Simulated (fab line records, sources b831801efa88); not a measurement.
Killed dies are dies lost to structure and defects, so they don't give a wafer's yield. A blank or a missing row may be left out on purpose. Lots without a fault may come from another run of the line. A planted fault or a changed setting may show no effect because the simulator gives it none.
A struck lot beside a sound one | flow sky130 | 17 steps out of a route of 708
Sound: wafers L639.1, L639.2, L639.6. Struck: wafers L634.2, L634.3, L634.4. The cause comes at the end.
At each step with rows: each side's tool, then ch and its chambers, then its first start. Under that, the readings that differ: sound wafers | struck wafers | difference of the means | sigmas: that difference in standard deviations of wafers without a fault.
alike: readings whose means differ by less than 2 such deviations, and words and numbers that are the same on both sides. not compared: withheld readings, readings that some wafer has no value for, bounds like >300 that may hide the same value, and numbers for which the record gives no deviation and whose values overlap.
The two part at a step that has a row with sigmas, a row that says differs or no value, or rows on one side only. Numbers that don't overlap but have no deviation are shown without sigmas and don't part them. A reading that every wafer of one side lacks parts them only if that side has two wafers or more.

first, 9 steps without rows for these wafers: SKY_CAPM_CLEAN_17 (cleans in O3/DIW); SKY_METAL3_DEHYDRATE_05 (time 60 s); SKY_METAL3_HMDS_06 (prime time 60 s); SKY_METAL3_COAT_07 (resist thk 60 nm); SKY_METAL3_COAT_08 (resist thk 1140 nm); SKY_METAL3_SOFTBAKE_09 (time 90 s); SKY_METAL3_EXPOSE_10 (exposes mask MM3, target cd 300 nm); SKY_METAL3_PEB_11; SKY_METAL3_DEVELOP_12 (develop time 60 s).
SKY_METAL3_CD_MEAS_13: target cd 300 nm.
  sound on cd_sem-02, day 43 10:47; struck on cd_sem-01, day 43 07:35
  alike: cd_nm
SKY_METAL3_OVL_MEAS_14:
  sound on overlay-02, day 43 10:54; struck on overlay-02, day 43 07:41
  alike: METAL3_OVL
SKY_METAL3_DESCUM_15: chemistry O2, time 8 s.
  sound on rie_metal-04 ch 0,1, day 43 10:56; struck on rie_metal-02 ch 0,1, day 43 07:43
  alike: drypump_motor_current_A, oes_product_au, temp_c
  not compared: rf_hours_counter_h
SKY_METAL3_ETCH_16: etches BARC in N2/H2, stops on SiO2, time 88.2 s, target depth 60 nm.
  sound on rie_metal-04 ch 0,1, day 43 10:58; struck on rie_metal-02 ch 0,1, day 43 07:45
  no value came back on the struck wafers for any of 6 readings (bias_w (W), chamber_pressure_mTorr (mTorr) and others); on the sound wafers bias_w (W) reads 99.8 99.9 99.7
  reading                                       | sound          | struck         | difference | sigmas
  model.KrF-thick_of_METAL3_COAT_08.thk_nm (nm) | 1071 1068 1072 | 1126 1124 1125 | +55        |
  not compared: rf_hours_counter_h
SKY_METAL3_ETCH_17: etches SiO2 in C4F8/O2/Ar, stops on TiN, time 3.9 s, target depth 15 nm.
  sound on rie_diel-04 ch 1,3, day 43 11:04; struck on rie_diel-01 ch 0,1,2, day 43 07:51
  reading               | sound             | struck            | difference | sigmas
  oes_product_au (a.u.) | 0.761 0.752 0.766 | 0.374 0.385 0.374 | -0.382     | -53
  alike: bias_w, chamber_pressure_mTorr
  not compared: rf_hours_counter_h
SKY_METAL3_METAL_ETCH_18: etches the open film in Cl2/BCl3, stops on SiO2, target depth 845 nm, time 183.1 s.
  sound on rie_metal-02 ch 0,1, day 43 11:05; struck on rie_metal-01 ch 0,1, day 43 07:52
  reading                                       | sound             | struck            | difference | sigmas
  oes_product_au (a.u.)                         | 0.844 0.852 0.850 | 0.377 0.376 0.372 | -0.474     | -83
  model.KrF-thick_of_METAL3_COAT_08.thk_nm (nm) | 532.5 525 535.8   | 605.9 603.1 587.6 | +67.8      |
  alike: bcl3_flow_sccm, bias_w, drypump_motor_current_A, throttle_valve_pct
  not compared: rf_hours_counter_h
SKY_METAL3_STRIP_19: strips in O2/N2.
  sound on plasma_asher-03 ch 0,1, day 43 11:16; struck on plasma_asher-02 ch 0,1, day 43 08:03
  reading                      | sound             | struck            | difference | sigmas
  oes_product_au (a.u.)        | 0.504 0.500 0.508 | 0.535 0.534 0.524 | +0.027     | +5
  strip_time_to_endpoint_s (s) | 6.60 6.51 6.62    | 7.31 7.29 7.13    | +0.67      | +9
  alike: drypump_motor_current_A
  not compared: rf_hours_counter_h
then, 1 step without rows for these wafers: SKY_METAL3_STRIP_20 (strips in post etch residue remover, time 1200 s).

WHERE THEY PART
First at SKY_METAL3_ETCH_16; last, within this record, at SKY_METAL3_STRIP_19.

WHY: what the simulator had put in
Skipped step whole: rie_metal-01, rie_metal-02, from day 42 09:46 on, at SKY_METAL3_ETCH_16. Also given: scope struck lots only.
